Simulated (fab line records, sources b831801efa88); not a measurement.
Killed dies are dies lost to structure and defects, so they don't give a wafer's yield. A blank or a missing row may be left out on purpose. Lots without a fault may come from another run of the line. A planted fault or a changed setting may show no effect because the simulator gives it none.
Split-lot experiment | flow sfq_line | 5 lots, 23 wafers read, on a route of 325 steps

THE SPLIT
At SFQ_TRILAYER_C5_LITHO_PEB_154 (peb time 60 s), the setting peb_temp_c was moved away from the recipe's 115 C on 7 of the 23 wafers read, by -2.6% to +1.7%. The other wafers ran this setting at the recipe's value.

FROM THE SPLIT TO THE READING: what the file shows between them, 1 step
- SFQ_TRILAYER_C5_LITHO_DEVELOP_153: time 60 s

THE READING
C5.cd_nm (the simulator's own value, which no gauge read), in nm, at SFQ_TRILAYER_C5_BARC_OPEN_VIA_ETCH_210 (etches BARC in O2, target depth 125 nm, time 41.7 s). The file gives no usual value for it. The 16 wafers here that ran the recipe average 496.2 nm, standard deviation 1.4 nm.

wafer  | tool, chamber at the split | peb_temp_c as run, C | against the recipe | C5.cd_nm, nm | against lot-mates on the recipe
L078.2 | litho_track-03, 0          | 112                  | -2.6%              | 435.4        | -60.2
L078.3 | litho_track-03, 0          | 115                  | recipe             | 496          | -
L078.6 | litho_track-03, 0          | 115                  | recipe             | 496          | -
L078.4 | litho_track-03, 0          | 112                  | -2.6%              | 434.8        | -60.8
L078.5 | litho_track-03, 0          | 115                  | recipe             | 494.7        | -
L079.1 | litho_track-04, 0          | 115                  | recipe             | 498          | -
L079.2 | litho_track-04, 0          | 115                  | recipe             | 498.1        | -
L079.3 | litho_track-04, 0          | 115                  | recipe             | 498.5        | -
L081.1 | litho_track-04, 0          | 115                  | recipe             | 498.5        | -
L081.2 | litho_track-04, 0          | 117                  | +1.7%              | 531.1        | +33.9
L081.4 | litho_track-04, 0          | 115                  | recipe             | 496.7        | -
L081.5 | litho_track-04, 0          | 117                  | +1.7%              | 531.4        | +34.2
L081.6 | litho_track-04, 0          | 115                  | recipe             | 496.4        | -
L083.1 | litho_track-01, 0          | 116.7                | +1.5%              | 524.8        | +28.4
L083.3 | litho_track-01, 0          | 115                  | recipe             | 496.7        | -
L083.4 | litho_track-01, 0          | 116.7                | +1.5%              | 523.7        | +27.4
L083.5 | litho_track-01, 0          | 115                  | recipe             | 496          | -
L083.6 | litho_track-01, 0          | 116.7                | +1.5%              | 525.8        | +29.4
L084.1 | litho_track-03, 0          | 115                  | recipe             | 494.4        | -
L084.2 | litho_track-03, 0          | 115                  | recipe             | 495.3        | -
L084.3 | litho_track-03, 0          | 115                  | recipe             | 494.3        | -
L084.5 | litho_track-03, 0          | 115                  | recipe             | 494.8        | -
L084.6 | litho_track-03, 0          | 115                  | recipe             | 494.8        | -

THE FIT
A straight line over all 23 wafers: C5.cd_nm changes by +21.8 nm for each +1% of peb_temp_c; r = +1.00; the points scatter about the line by 2.2 nm.
The same after taking each lot's own level away (the mean of its wafers on the recipe; 23 wafers): +21.5 nm for each +1%; r = +1.00; scatter 1.9 nm.
On that fit, the largest move of peb_temp_c shifts the reading by 56 nm.
The lots' own levels span 494.72 to 498.20 nm, that is 2.5 times the standard deviation above.
So the lot-to-lot level changes the slope little: the two slopes agree.
Check: with one of the wafers moved furthest among these (-2.6%) left out of the fit, the line predicts -55.6 nm for it against its lot-mates. It came out at -60.2 nm against them.

THE FILE'S OWN FIT
C5.cd_nm changes by +21.6 nm for each +1% of peb_temp_c, r = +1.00.
